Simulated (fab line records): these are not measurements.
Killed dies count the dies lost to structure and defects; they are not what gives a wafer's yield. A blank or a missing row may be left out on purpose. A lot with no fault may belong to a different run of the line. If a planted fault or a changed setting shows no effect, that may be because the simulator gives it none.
Shared-tool check -- flow gf180mcu -- Sample size 12 lots and 36 wafers

== THE REASON FOR OPENING IT ==
Of 12 lots, 3 have the reading MVSD_RS flagged at GF_VT_IMPLANT_RS_MEAS_46. No-fault wafers: 457.0 ohm/sq, standard deviation 1.3.
Rule: a lot is flagged in two cases, either no wafer of it has a number, or all its wafers with numbers fall more than 4 standard deviations from that mean. All remaining lots are regarded as sound.

lot,measured,on,"MVSD_RS (ohm/sq), wafer by wafer",flag
L195,day 8 07:56,filmMetro-03,457.3 458.7 457.5,
L196,day 8 14:45,filmMetro-04,456.3 455.5 456.2,
L197,day 8 23:19,filmMetro-01,455.5 456.6 456.7,
L199,day 9 14:14,filmMetro-04,455.7 455.2 456.1,
L200,day 9 19:01,filmMetro-04,457.5 456.5 457.2,
L201,day 10 03:43,filmMetro-01,410.1 409.9 411.2,FLAGGED
L203,day 10 23:18,filmMetro-03,412.4 413.6 413.8,FLAGGED
L204,day 11 03:57,filmMetro-01,410.7 410.2 409.9,FLAGGED
L209,day 12 08:51,filmMetro-03,458.0 458.9 458.1,
L211,day 12 23:04,filmMetro-04,456.6 456.8 455.6,
L212,day 13 08:14,filmMetro-04,455.3 457.5 455.7,
L215,day 14 03:02,filmMetro-03,458.6 458.9 457.8,
Average over the flagged lots: 411.3 ohm/sq; offset from the usual -45.7 ohm/sq, equal to -35 standard deviations.

== LOT BY LOT: THE TOOL USED ==
The record keeps 1 process step preceding the reading, out of 602 steps on the route. Cell contents, in order: the tool; ch with the chambers the sampled wafers went through; the start.
lot,flag,GF_MVSD_IMPLANT_09
L195,,"implanter-02 ch 0, day 5 02:43"
L196,,"implanter-04 ch 0, day 5 08:11"
L197,,"implanter-03 ch 0, day 5 14:35"
L199,,"implanter-03 ch 0, day 6 04:28"
L200,,"implanter-04 ch 0, day 6 07:43"
L201,FLAGGED,"implanter-03 ch 0, day 6 14:33"
L203,FLAGGED,"implanter-03 ch 0, day 7 06:23"
L204,FLAGGED,"implanter-03 ch 0, day 7 11:08"
L209,,"implanter-04 ch 0, day 8 12:49"
L211,,"implanter-04 ch 0, day 9 01:11"
L212,,"implanter-04 ch 0, day 9 08:29"
L215,,"implanter-04 ch 0, day 10 01:40"
What the steps here do:
- GF_MVSD_IMPLANT_09
- GF_VT_IMPLANT_RS_MEAS_46: measures by four-point-probe.

== FLAGGED OVER TOTAL, TOOL BY TOOL (the gauges that took the reading come last) ==
step,tool,lots run,flagged,share of the flagged lots,sound lots run after its first flagged lot
GF_MVSD_IMPLANT_09,implanter-02,1,0,none,-
GF_MVSD_IMPLANT_09,implanter-03,5,3,all,0
GF_MVSD_IMPLANT_09,implanter-04,6,0,none,-
GF_VT_IMPLANT_RS_MEAS_46,filmMetro-01,3,2,some,0
GF_VT_IMPLANT_RS_MEAS_46,filmMetro-03,4,1,some,"2 (L209,L215)"
GF_VT_IMPLANT_RS_MEAS_46,filmMetro-04,5,0,none,-

== WHAT THE TABLE PERMITS ==
In the table, 1 row covers all flagged lots: implanter-03 at GF_MVSD_IMPLANT_09.
- implanter-03 at GF_MVSD_IMPLANT_09: 3 of its 5 lots flagged. Its last sound lot is L199 (day 6 04:28), its first flagged lot L201 (day 6 14:33): a fault that began between those two fits. Its own readings (doseIonsCm2, faradayCurrentUA) fall more than 4 standard deviations out on all wafers of the flagged lots.
What remains is a single tool, implanter-03 at GF_MVSD_IMPLANT_09.

== WHAT THE SIMULATOR HAD INSERTED ==
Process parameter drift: implanter-03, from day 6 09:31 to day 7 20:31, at GF_MVSD_IMPLANT_09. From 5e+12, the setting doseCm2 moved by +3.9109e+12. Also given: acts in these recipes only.
Shown lots that were struck: L201, L203, L204. The rule given above showed the same thing.
